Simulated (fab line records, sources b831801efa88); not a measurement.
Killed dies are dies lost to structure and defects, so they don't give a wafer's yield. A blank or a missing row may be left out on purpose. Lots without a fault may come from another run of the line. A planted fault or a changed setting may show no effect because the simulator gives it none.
One fault seen from 2 desks | flow sky130 | each desk has only its own numbers; what lay behind them comes last

THE METROLOGY DESK
What the gauges read, lot by lot, whatever tool the lot ran on: means of the sampled wafers that have a number. A lot is out of limits, marked OUT, if its mean lies more than 4 standard deviations from the usual mean; the brackets give that distance.
Columns: A = NWELL_RS at SKY_NWELL_RS_MEAS_29, usual 625.2 ohm/sq; B = PWDE_RS at SKY_NWELL_RS_MEAS_31, usual 5276 ohm/sq; C = cd_nm at SKY_VT_ADJUST_HVTP_CD_MEAS_07, usual 380.0 nm; D = VT_ADJUST_HVTP_OVL at SKY_VT_ADJUST_HVTP_OVL_MEAS_08, usual 1.5 nm
lot  | first seen here | A     | B    | C     | D
L701 | day 5 19:56     | 624.1 | 5249 | 380.6 | 2.0
L702 | day 6 00:31     | 624.3 | 5268 | 379.6 | 1.2
L709 | day 7 19:25     | 623.5 | 5274 | 378.7 | 1.1
L710 | day 8 00:00     | 626.0 | 5296 | 378.9 | 2.4
L713 | day 9 00:29     | 625.2 | 5285 | 377.3 | 3.5
L721 | day 11 04:31    | 624.0 | 5286 | 383.3 | 0.6
This desk's finding: nothing out of limits on any of the 6 lots.

THE TOOL OWNER'S DESK: implanter-04
The tool's own readings at SKY_VT_ADJUST_HVTP_IMPLANT_09: means of the sampled wafers that have a number, for each lot that ran on this tool. A lot is out of limits, marked OUT, if its mean lies more than 4 standard deviations from the usual mean; the brackets give that distance.
Columns: A = beam_energy_keV at SKY_VT_ADJUST_HVTP_IMPLANT_09, usual 149.99
lot  | first seen here | A
L701 | day 6 13:47     | 149.94
L709 | day 8 16:49     | 163.71 (+99 or more) OUT
L710 | day 8 20:41     | 163.70 (+99 or more) OUT
This desk's finding: out of limits on L709, L710; first on L709, day 8 16:49 (beam_energy_keV at SKY_VT_ADJUST_HVTP_IMPLANT_09). In limits: L701.

PUT TOGETHER
The tool owner's desk could have raised an alarm at day 8 16:49, on L709, L710.
The metrology desk saw nothing out of limits.
The metrology desk has L709, L710 on record, within its limits.
Of the lots named, all ran SKY_VT_ADJUST_HVTP_IMPLANT_09 on implanter-04.

WHAT THE SIMULATOR HAD PUT IN
Process parameter drift: implanter-04, from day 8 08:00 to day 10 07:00, at SKY_VT_ADJUST_HVTP_IMPLANT_09. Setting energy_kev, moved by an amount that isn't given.
Lots struck among those shown: L709, L710.
Hours from the fault's start to each desk's first reading out of limits: the tool owner's desk, 9.
